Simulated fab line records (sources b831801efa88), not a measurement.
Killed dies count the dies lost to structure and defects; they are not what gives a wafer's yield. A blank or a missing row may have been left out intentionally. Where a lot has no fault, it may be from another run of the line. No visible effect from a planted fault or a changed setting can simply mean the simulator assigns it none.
Problem report, 8D (eight disciplines) form, completed by code || flow gf180mcu || the parts of the form that need people (team, actions taken, sign-off) are left out

== 1. THE PROBLEM ==
Wafers without a fault read 259.93, standard deviation 0.24; exposureDoseMJCm2 at GF_LVPWELL_EXPOSE_04 reads a mean of 227.13 on 6 wafers belonging to 2 lots. That is -99 or more standard deviations from the usual mean.
The step: exposes mask LVPWELL, target cd 600 nm.
The first sign was on wafer L650.2 at day 7 10:25, on ilineStepper-01. The record has a number at this step for 18 wafers belonging to 6 lots. By rule, "out" or "out of limits" means more than 4 standard deviations away from the usual mean. The rest of the wafers with a number are treated as sound.

== 2. WHAT IT IS, AND WHAT IT ISN'T ==
{"question": "which readings at this step", "is": "exposureDoseMJCm2", "is not": "-"}
{"question": "which lots", "is": "L650, L656", "is not": "L638, L647, L648, L657"}
{"question": "which wafers of those lots", "is": "all that have a number", "is not": "-"}
{"question": "read on which tools", "is": "ilineStepper-01", "is not": "ilineStepper-02"}
{"question": "when", "is": "from day 7 10:25", "is not": "up to then (9 sound wafers); but 3 sound wafers of L657 came after"}

== 3. SUSPECTS, AND WHAT RULES EACH OUT ==
Counting: a tool at any process step up to the reading remains a suspect when it ran all the lots that are out and ran no sound lot after the first of those.
- plasmaAsher-02 at GF_NWELL_STRIP_10 (strips in O2/N2): kept. It ran every lot that is out, first L650 (day 7 02:17), and no sound lot after that; its last sound lot up to then is L648 (day 6 21:14).
- lithoTrack-02 at GF_LVPWELL_DEHYDRATE_00 (time 61.58 s): kept. It ran every lot that is out, first L650 (day 7 09:38), and no sound lot after that; its last sound lot up to then is L648 (day 7 04:35).
- ilineStepper-01 at GF_LVPWELL_EXPOSE_04 (exposes mask LVPWELL, target cd 600 nm): kept. It ran every lot that is out, first L650 (day 7 10:25), and no sound lot after that; its last sound lot up to then is L647 (day 6 06:38). On those wafers its own readings are out: exposureDoseMJCm2.
plasmaAsher-02 at GF_NWELL_STRIP_10, lithoTrack-02 at GF_LVPWELL_DEHYDRATE_00 and ilineStepper-01 at GF_LVPWELL_EXPOSE_04 are what is left after counting.

== 4. THE CAUSE (what the simulator had put in) ==
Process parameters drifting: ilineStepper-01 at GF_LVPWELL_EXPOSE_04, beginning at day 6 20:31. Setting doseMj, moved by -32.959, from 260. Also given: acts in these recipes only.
This tool is one of the 3 suspects left after counting.

== 5. THE CHAIN OF EFFECTS, in route order ==
Each row: a reading where the mean over the struck wafers with a number is more than 3 standard deviations away from the usual. Only readings for which the record gives a usual standard deviation are gone through. hours: the time from each lot's start at the first step in this table that gives one to its start at this step, as a median over the lots. sigmas: the change in usual standard deviations.
{"hours": 0, "step": "GF_LVPWELL_EXPOSE_04", "reading": "exposureDoseMJCm2", "usual": 259.93, "on struck wafers": 227.13, "change": -32.80, "sigmas": "-99 or more"}
Here are the process steps it includes:
- GF_LVPWELL_EXPOSE_04: exposes mask LVPWELL, target cd 600 nm.

== 6. HOW IT WOULD HAVE BEEN CAUGHT EARLIER ==
14 hours passed between the start of the fault at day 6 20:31 and the first reading out of limits in this record, taken at day 7 10:25.
